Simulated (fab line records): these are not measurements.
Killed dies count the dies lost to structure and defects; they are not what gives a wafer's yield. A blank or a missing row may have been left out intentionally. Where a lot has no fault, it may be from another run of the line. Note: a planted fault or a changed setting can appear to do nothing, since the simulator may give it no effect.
Problem report, 8D (eight disciplines) form, completed by code    flow gf180mcu    the parts of the form that need people (team, actions taken, sign-off) are left out

== 1. WHAT WENT WRONG ==
GF_VT_IMPLANT_SOFTBAKE_03, heaterPowerTotalW: mean 58.91 W over 1 wafer from 1 lot; wafers with no fault: 56.59 W, standard deviation 0.041. Relative to the usual mean, that is a shift of +57 standard deviations.
The step: time 60 s.
First seen on wafer L538.6, day 9 14:59, on lithoTrack-02. The record holds 39 wafers of 13 lots with a number at this step. Rule for "out", or "out of limits": more than 4 standard deviations from the usual mean. Any other wafer with a number is counted as sound.

== 2. WHAT IT IS, AND WHAT IT ISN'T ==
question                     is                             is not
which readings at this step  heaterPowerTotalW, runLengthS  -
which lots                   L538                           L521, L522, L523, L524, L525, L527, L528, L529, L530, L541, L542, L543
which wafers of those lots   L538.6                         L538.1, L538.5
read on which tools          lithoTrack-02                  lithoTrack-03, lithoTrack-04
when                         from day 9 14:59               up to then (29 sound wafers); but 9 sound wafers of L541, L542, L543 came after

== 3. SUSPECTS, AND WHAT RULES EACH OUT ==
Counting: any tool at a process step up to the reading remains a suspect provided it ran every lot that is out. Sound lots after the first of them don't rule it out here, since some wafers of a struck lot are sound.
- lithoTrack-02 at GF_VT_IMPLANT_SOFTBAKE_03 (time 60 s): kept. L538, the lot that is out, went through it at day 9 14:59; up to then, the latest sound lot through it was L530 at day 7 16:04. Its own readings are out on those wafers: heaterPowerTotalW, runLengthS.
After counting, what remains is lithoTrack-02 at GF_VT_IMPLANT_SOFTBAKE_03.

== 4. THE CAUSE (what the simulator had put in) ==
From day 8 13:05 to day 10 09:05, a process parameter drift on lithoTrack-02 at GF_VT_IMPLANT_SOFTBAKE_03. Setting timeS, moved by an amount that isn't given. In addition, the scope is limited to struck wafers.
Only this tool survived the counting.

== 5. THE EFFECT CHAIN, in route order ==
One row per reading whose mean, taken over the struck wafers that have a number, lies over 3 standard deviations from the usual. Only readings whose record carries a usual standard deviation are examined. hours: median over the lots of the time between each lot's start at the first step of this table that gives one and its start at this step. sigmas: the change, counted in usual standard deviations.
hours  step                       reading            usual    on struck wafers  change  sigmas
0      GF_VT_IMPLANT_SOFTBAKE_03  heaterPowerTotalW  56.59 W  58.91             +2.32   +57
0      GF_VT_IMPLANT_SOFTBAKE_03  runLengthS         89.32 s  82.73             -6.59   -51
Its process steps:
- GF_VT_IMPLANT_SOFTBAKE_03: time 60 s.

== 6. HOW IT WOULD HAVE BEEN CAUGHT EARLIER ==
26 hours passed between the start of the fault at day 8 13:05 and the first reading out of limits in this record, taken at day 9 14:59.
